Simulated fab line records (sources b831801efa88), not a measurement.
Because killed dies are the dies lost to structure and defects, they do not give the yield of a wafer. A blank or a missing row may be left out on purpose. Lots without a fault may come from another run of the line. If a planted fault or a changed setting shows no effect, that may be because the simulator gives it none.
Problem report, 8D (eight disciplines) form, completed by code	flow sky130	the parts of the form that need people (team, actions taken, sign-off) are left out

1. PROBLEM STATEMENT
Wafers free of any fault read 6.90 ohm/sq (standard deviation 0.087) for CAPM_TIN_RS at SKY_CAPM_RS_MEAS_03, against a mean of 9.70 ohm/sq on 2 wafers of 2 lots. Measured from the usual mean, that is +32 standard deviations.
The step: measures by four-point-probe.
The first sign was on wafer L788.4 at day 39 11:48, on filmMetro-04. At this step, 30 wafers from 10 lots have a number in the record. By rule, "out" or "out of limits" means more than 4 standard deviations away from the usual mean. All remaining wafers that have a number are taken as sound.

2. WHAT IT IS, WHAT IT ISN'T
question	is	is not
which readings at this step	CAPM_TIN_RS	-
which lots	L788, L790	L778, L780, L794, L795, L798, L799, L800, L801
which wafers of those lots	L788.4, L790.3	L788.1, L788.6, L790.1, L790.6
read on which gauges	filmMetro-02, filmMetro-04	filmMetro-03
when	from day 39 11:48	up to then (8 sound wafers); but 20 sound wafers of L790, L794, L795, L798, L799, L800, L801 came after

3. THE SUSPECTS, EACH WITH WHAT RULES IT OUT
Counting: if a tool at a process step up to the reading ran every lot that is out, it stays a suspect. Sound lots after the first of them don't rule it out here, since some wafers of a struck lot are sound.
- ruled out: the gauge at SKY_CAPM_RS_MEAS_03. Those wafers that are out were read across 2 gauges (filmMetro-02, filmMetro-04).
- plasmaAsher-04 at SKY_LDD_HVN_STRIP_09 (strips in O2/N2): kept. It processed each lot that is out (first: L788, day 24 01:51); up to then, its last sound lot is L778 (day 20 05:30).
- pvdSputter-04 at SKY_CAPM_SPUTTER_02 (material TiN, target thk 200 nm, time 166.7 s): kept. It processed each lot that is out (first: L788, day 39 11:41); up to then, its last sound lot is L780 (day 37 04:39).
Remaining after the count are plasmaAsher-04 at SKY_LDD_HVN_STRIP_09 and pvdSputter-04 at SKY_CAPM_SPUTTER_02.

4. THE CAUSE (what the simulator had put in)
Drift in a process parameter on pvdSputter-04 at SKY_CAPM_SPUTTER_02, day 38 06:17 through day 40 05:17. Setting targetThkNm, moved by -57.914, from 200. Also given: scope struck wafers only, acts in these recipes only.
Counting left 2 suspects, and this tool is among them.

5. THE CHAIN OF EFFECTS, in route order
Each row: a reading whose mean over the struck wafers that have a number lies more than 3 standard deviations from the usual. Readings are gone through only where the record gives a usual standard deviation; hours: the median, over the lots, of the time from a lot's start at the first step in this table giving one to that lot's start at this step; sigmas: the change measured in usual standard deviations.
hours	step	reading	usual	on struck wafers	change	sigmas
0	SKY_CAPM_RS_MEAS_03	CAPM_TIN_RS	6.90 ohm/sq	9.70	+2.79	+32
0	SKY_CAPM_THK_MEAS_04	CAPM_TIN_THK	197.4 nm	141.8	-55.6	-24
24	SKY_CAPM_METAL_ETCH_13	oesProductAu	0.943 a.u.	0.775	-0.168	-20
24	SKY_CAPM_METAL_ETCH_13	throttleValvePct	21.901 %	22.003	+0.102	+10
The process steps in it:
- SKY_CAPM_METAL_ETCH_13: etches TiN in Cl2/BCl3, stops on SiO2, target depth 220 nm, time 62.9 s.

6. WHAT WOULD HAVE CAUGHT IT SOONER
In this record the first reading out of limits at a measuring or inspecting step was taken at day 39 11:48, 30 hours after the fault began at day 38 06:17.
An alarm limit of 4 standard deviations would not have fired on the tool readings at SKY_CAPM_SPUTTER_02 for which the record gives a usual standard deviation, since none of them was out on any struck wafer.
Of the lots that are out (2), L790 began SKY_CAPM_SPUTTER_02 on pvdSputter-04 after day 39 11:48. Holding the tool at that time would have saved it.
